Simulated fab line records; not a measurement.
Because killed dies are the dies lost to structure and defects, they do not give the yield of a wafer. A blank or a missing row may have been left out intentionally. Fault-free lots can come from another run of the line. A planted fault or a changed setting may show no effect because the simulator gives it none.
Which tool was responsible? / flow sky130 / Sampling: 12 lots, 36 wafers, 3 of 708 route steps

## WHAT THE GAUGES READ, wafer by wafer
SKY_SD_N_OVL_MEAS_08.
lot=L826; measured=day 28 09:32; on=overlay-02; SD_N_OVL (nm)=0.8 1.4 2.3
lot=L827; measured=day 28 14:20; on=overlay-02; SD_N_OVL (nm)=-0.9 0.5 -2.5
lot=L828; measured=day 28 21:09; on=overlay-02; SD_N_OVL (nm)=0.5 1.8 0.4
lot=L829; measured=day 29 00:10; on=overlay-02; SD_N_OVL (nm)=-1.0 -0.7 -1.4
lot=L831; measured=day 29 23:00; on=overlay-01; SD_N_OVL (nm)=-0.9 -2.2 0.1
lot=L833; measured=day 30 11:57; on=overlay-01; SD_N_OVL (nm)=0.0 0.2 -0.4
lot=L835; measured=day 31 16:58; on=overlay-01; SD_N_OVL (nm)=0.6 -0.3 1.1
lot=L836; measured=day 32 07:02; on=overlay-01; SD_N_OVL (nm)=0.5 0.4 -1.0
lot=L841; measured=day 33 11:16; on=overlay-01; SD_N_OVL (nm)=2.5 2.3 0.9
lot=L843; measured=day 33 22:34; on=overlay-01; SD_N_OVL (nm)=0.5 0.9 0.8
lot=L846; measured=day 34 22:04; on=overlay-02; SD_N_OVL (nm)=1.8 -1.3 -2.8
lot=L848; measured=day 35 05:56; on=overlay-01; SD_N_OVL (nm)=1.0 -0.7 0.9

SKY_CONTACT_THK_MEAS_03.
lot=L826; measured=day 30 21:37; on=film metro-02; CONTACT_HDPCVD_THK (nm)=565 565 566
lot=L827; measured=day 31 02:59; on=film metro-01; CONTACT_HDPCVD_THK (nm)=567 576 568
lot=L828; measured=day 31 07:13; on=film metro-03; CONTACT_HDPCVD_THK (nm)=561 559 553
lot=L829; measured=day 31 11:10; on=film metro-01; CONTACT_HDPCVD_THK (nm)=561 557 562
lot=L831; measured=day 32 09:55; on=film metro-03; CONTACT_HDPCVD_THK (nm)=564 571 563
lot=L833; measured=day 32 22:25; on=film metro-03; CONTACT_HDPCVD_THK (nm)=563 570 569
lot=L835; measured=day 34 03:20; on=film metro-02; CONTACT_HDPCVD_THK (nm)=565 567 564
lot=L836; measured=day 34 17:32; on=film metro-02; CONTACT_HDPCVD_THK (nm)=552 556 549
lot=L841; measured=day 35 19:22; on=film metro-01; CONTACT_HDPCVD_THK (nm)=557 556 553
lot=L843; measured=day 36 07:07; on=film metro-03; CONTACT_HDPCVD_THK (nm)=1072 569 567
lot=L846; measured=day 37 05:37; on=film metro-01; CONTACT_HDPCVD_THK (nm)=1058 564 567
lot=L848; measured=day 37 15:24; on=film metro-02; CONTACT_HDPCVD_THK (nm)=562 566 561

## EACH LOT AND THE TOOL THAT RAN IT (in order: tool; ch and the chambers of the sampled wafers; start)
lot=L826; SKY_CONTACT_HDPCVD_02=hdpcvd-02 ch 0,1,2, day 30 21:32
lot=L827; SKY_CONTACT_HDPCVD_02=hdpcvd-01 ch 0,1,2, day 31 02:55
lot=L828; SKY_CONTACT_HDPCVD_02=hdpcvd-01 ch 0,2, day 31 07:08
lot=L829; SKY_CONTACT_HDPCVD_02=hdpcvd-01 ch 0,1, day 31 11:05
lot=L831; SKY_CONTACT_HDPCVD_02=hdpcvd-01 ch 0,1, day 32 09:50
lot=L833; SKY_CONTACT_HDPCVD_02=hdpcvd-02 ch 0,2, day 32 22:20
lot=L835; SKY_CONTACT_HDPCVD_02=hdpcvd-02 ch 0,1, day 34 03:16
lot=L836; SKY_CONTACT_HDPCVD_02=hdpcvd-01 ch 1,2, day 34 17:27
lot=L841; SKY_CONTACT_HDPCVD_02=hdpcvd-01 ch 0,1,2, day 35 19:17
lot=L843; SKY_CONTACT_HDPCVD_02=hdpcvd-02 ch 0,1, day 36 07:02
lot=L846; SKY_CONTACT_HDPCVD_02=hdpcvd-02 ch 0,1, day 37 05:32
lot=L848; SKY_CONTACT_HDPCVD_02=hdpcvd-01 ch 1,2, day 37 15:19
- SKY_CONTACT_HDPCVD_02: deposits SiO2, target thk 565 nm, time 94.2 s.

## AS READ BY THE TOOLS THEMSELVES (means over the sampled wafers that have a number; for cases with no such wafer, the mark the record gives instead)
The record holds no such reading with a usual standard deviation.

## THE ANSWER, worked out from the rows above alone
Rule: what is usual is taken from the lots themselves. Put in order of their means at a reading, lots are off if they are a third of the lots or fewer, leave a main group of 4 or more, and stand apart from it by a gap of 3 or more times the standard deviation of the main group's means; of several such gaps the widest counts. Not used: any main group whose means are identical at the precision the tables above print for the reading. Also off: a lot with no number at a reading for which 4 or more lots have one. The other lots that the step has rows for count as sound. The gauges are gone through in route order, then the tools' own readings, and for those a lot's mean is taken as printed above. At the first step where some lot is off, the reading lying furthest off is the one used; lots without a number count as furthest.
Off: L843, L846, at SKY_CONTACT_THK_MEAS_03 (CONTACT_HDPCVD_THK). Main group: mean 562 nm, sd 5.5.
If a tool, at a process step before that reading, ran all the lots that are off and no sound lot after the first of them, it fits. Gauges at SKY_CONTACT_THK_MEAS_03: tried the same way as those tools. One fits: SKY_CONTACT_HDPCVD_02 on hdpcvd-02. Its last sound lot is L835 (day 34 03:16), its first lot that is off L843 (day 36 07:02): a fault that began between those two fits.

## WHAT THE SIMULATOR PUT IN
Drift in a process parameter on hdpcvd-02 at SKY_CONTACT_HDPCVD_02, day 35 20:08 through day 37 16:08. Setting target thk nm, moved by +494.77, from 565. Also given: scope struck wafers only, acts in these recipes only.
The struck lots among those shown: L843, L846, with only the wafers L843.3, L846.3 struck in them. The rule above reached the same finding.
